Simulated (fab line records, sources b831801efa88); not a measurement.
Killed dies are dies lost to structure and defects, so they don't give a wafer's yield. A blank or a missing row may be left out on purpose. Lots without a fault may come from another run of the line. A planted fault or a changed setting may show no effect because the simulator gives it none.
A struck lot beside a sound one | flow gf180mcu | 17 steps out of a route of 602
Sound: wafers L318.1, L318.4, L318.5. Struck: wafers L327.1, L327.2, L327.4. The cause comes at the end.
At each step with rows: each side's tool, then ch and its chambers, then its first start. Under that, the readings that differ: sound wafers | struck wafers | difference of the means | sigmas: that difference in standard deviations of wafers without a fault.
alike: readings whose means differ by less than 2 such deviations, and words and numbers that are the same on both sides. not compared: withheld readings, readings that some wafer has no value for, bounds like >300 that may hide the same value, and numbers for which the record gives no deviation and whose values overlap.
The two part at a step that has a row with sigmas, a row that says differs or no value, or rows on one side only. Numbers that don't overlap but have no deviation are shown without sigmas and don't part them. A reading that every wafer of one side lacks parts them only if that side has two wafers or more.

first, 4 steps without rows for these wafers: GF_M1_SOFTBAKE_10 (time 60 s); GF_M1_EXPOSE_11 (exposes mask Metal1, target cd 230 nm); GF_M1_PEB_12 (peb time 90 s); GF_M1_DEVELOP_13 (develop time 60 s).
GF_M1_CD_MEAS_14: target cd 230 nm.
  sound on cd_sem-01, day 17 12:14; struck on cd_sem-01, day 21 05:17
  alike: cd_nm
GF_M1_OVL_MEAS_15:
  sound on overlay-02, day 17 12:22; struck on overlay-02, day 21 05:25
  alike: M1_OVL
GF_M1_METAL_ETCH_16: etches the open film in Cl2/BCl3, stops on SiO2, target depth 750.8 nm, time 125.1 s.
  sound on rie_metal-03 ch 0,1, day 17 12:24; struck on rie_metal-02 ch 0,1, day 21 05:27
  alike: drypump_motor_current_A, oes_product_au, throttle_valve_pct
  not compared: rf_hours_counter_h
GF_M1_STRIP_17: strips in O2/N2.
  sound on plasma_asher-02 ch 0,1, day 17 12:32; struck on plasma_asher-02 ch 0,1, day 21 05:35
  alike: drypump_motor_current_A, heater_power_w, o2_flow_sccm, oes_product_au, strip_time_to_endpoint_s
  not compared: rf_hours_counter_h
then, 3 steps without rows for these wafers: GF_M1_STRIP_18 (strips in post etch residue remover, time 1200 s); GF_M1_CLEAN_19 (cleans in DIW); GF_V1_CVD_00 (deposits SiO2, target thk 600 nm, time 100 s).
GF_V1_THK_MEAS_01:
  sound on film_metro-03, day 17 13:08; struck on film_metro-03, day 21 06:11
  alike: V1_CVD_00_THK
GF_V1_CVD_02: deposits SiO2 from TEOS, target thk 850 nm, time 94.851 s.
  sound on pecvd-02 ch 0,1, day 17 13:12; struck on pecvd-04 ch 0,2, day 21 06:14
  reading                             | sound             | struck            | difference | sigmas
  run_length_s (s)                    | 123.1 122.9 122.3 | 181.6 181.9 181.3 | +58.8      | +99 or more
  model.SiO2_of_V1_CVD_02.thk_nm (nm) | 838.6 865.7 865   | 1355 1369 1384    | +513       |
  alike: heater_power_w
GF_V1_THK_MEAS_03:
  sound on film_metro-04, day 17 13:16; struck on film_metro-02, day 21 06:34
  reading            | sound       | struck         | difference | sigmas
  V1_CVD_02_THK (nm) | 839 867 865 | 1355 1368 1384 | +512       | +43
  not compared: hold
GF_V1_CMP_04: polishes SiO2.
  sound on cmp-02 ch 0,2, day 17 13:23; struck on cmp-02 ch 0,1,3, day 21 12:03
  reading                | sound    | struck                                                                     | difference                   | sigmas
  hold                   | - - -    | await_dispo/5.4h/release await_dispo/5.4h/release await_dispo/5.4h/release | no value on the sound wafers |
  time_to_endpoint_s (s) | 78 86 86 | 272 274 282                                                                | +193                         | +36
  alike: edge_zone_pressure_frac, motor_current_A, retaining_ring_pressure_frac
GF_V1_BOW_MEAS_05:
  sound on film_metro-03, day 17 13:38; struck on film_metro-04, day 21 12:21
  alike: V1_BOW
-- the record jumps here: 11 days lie between the struck wafers' starts before and after (it left off in module V1 and takes up again in module PASSIVATION, whose first step shown is number 602 of the route) --
GF_PASSIVATION_PROBE_99:
  the record has rows for the struck wafers here (prober-01, day 32 05:35) and none for the sound ones

WHERE THEY PART
First at GF_V1_CVD_02; last, within this record, at GF_PASSIVATION_PROBE_99.

WHY: what the simulator had put in
Process parameter drift: pecvd-04, from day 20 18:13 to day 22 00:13, at GF_V1_CVD_02. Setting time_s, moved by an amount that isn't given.
